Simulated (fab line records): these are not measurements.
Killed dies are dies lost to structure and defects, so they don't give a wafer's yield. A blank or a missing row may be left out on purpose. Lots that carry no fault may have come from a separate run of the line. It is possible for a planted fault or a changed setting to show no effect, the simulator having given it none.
Code-filled problem report in 8D (eight disciplines) form ; flow sky130 ; the parts of the form that need people (team, actions taken, sign-off) are left out

## 1. WHAT IS WRONG
Mean POLY_GATE_CVD_03_THK at SKY_POLY_GATE_THK_MEAS_04: 108.0 nm over 6 wafers in 2 lots; fault-free wafers: 75.4 nm, standard deviation 0.58. That is +56 standard deviations from the usual mean.
The first sign was on wafer L957.2 at day 19 12:31, on film_metro-01. Wafers with a number at this step in the record: 39, from 13 lots. Rule for "out" (also "out of limits"): further than 4 standard deviations from the usual mean. All remaining wafers that have a number are taken as sound.

## 2. WHAT THIS IS AND IS NOT
question;is;is not
which readings at this step;POLY_GATE_CVD_03_THK;-
which lots;L957, L958;L945, L946, L947, L948, L949, L951, L952, L953, L956, L967, L968
which wafers of those lots;all that have a number;-
read on which gauges;film_metro-01, film_metro-03;film_metro-02
when;from day 19 12:31;"up to then (27 sound wafers); but 6 sound wafers of L967, L968 came after"

## 3. SUSPECTS, AND WHAT RULES EACH OUT
Counting: a tool at a process step up to the reading stays a suspect if it ran every lot that is out and no sound lot after the first of them.
- the gauge at SKY_POLY_GATE_THK_MEAS_04 has been ruled out. 2 gauges (film_metro-01, film_metro-03) read the wafers that are out.
- lpcvd-02 at SKY_POLY_GATE_CVD_03 (deposits Si3N4 from DCS/NH3, target thk 75 nm, time 1290 s): ruled out as a lasting fault. The sound lots L967, L968 went through it after L957, its earliest lot that is out (day 19 11:08).
Left after counting: nothing in the record.

## 4. THE CAUSE (what the simulator had put in)
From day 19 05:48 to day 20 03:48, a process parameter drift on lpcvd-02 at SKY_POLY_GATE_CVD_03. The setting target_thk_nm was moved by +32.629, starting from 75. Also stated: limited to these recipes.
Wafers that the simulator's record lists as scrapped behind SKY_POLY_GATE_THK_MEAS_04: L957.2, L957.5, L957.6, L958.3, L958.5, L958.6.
It was ruled out by counting, in error; the rule expects a fault to strike all lots run on its tool from its start on, and this fault did not.

## 5. THE CHAIN OF EFFECTS, in route order
One row per reading whose mean, taken over the struck wafers that have a number, lies over 3 standard deviations from the usual. Only readings whose record carries a usual standard deviation are examined. hours: median over the lots of the time between each lot's start at the first step of this table that gives one and its start at this step. sigmas: the change, counted in usual standard deviations.
hours;step;reading;usual;on struck wafers;change;sigmas
0;SKY_POLY_GATE_THK_MEAS_04;POLY_GATE_CVD_03_THK;75.4 nm;108.0;+32.5;+56

## 6. WHAT WOULD HAVE CAUGHT IT SOONER
The first out-of-limits reading at a measuring or inspecting step in this record came at day 19 12:31, 7 hours after the fault's start at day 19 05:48.
No tool reading at SKY_POLY_GATE_CVD_03 that has a usual standard deviation in the record was out on any struck wafer, so an alarm limit of 4 standard deviations on those readings would not have fired.
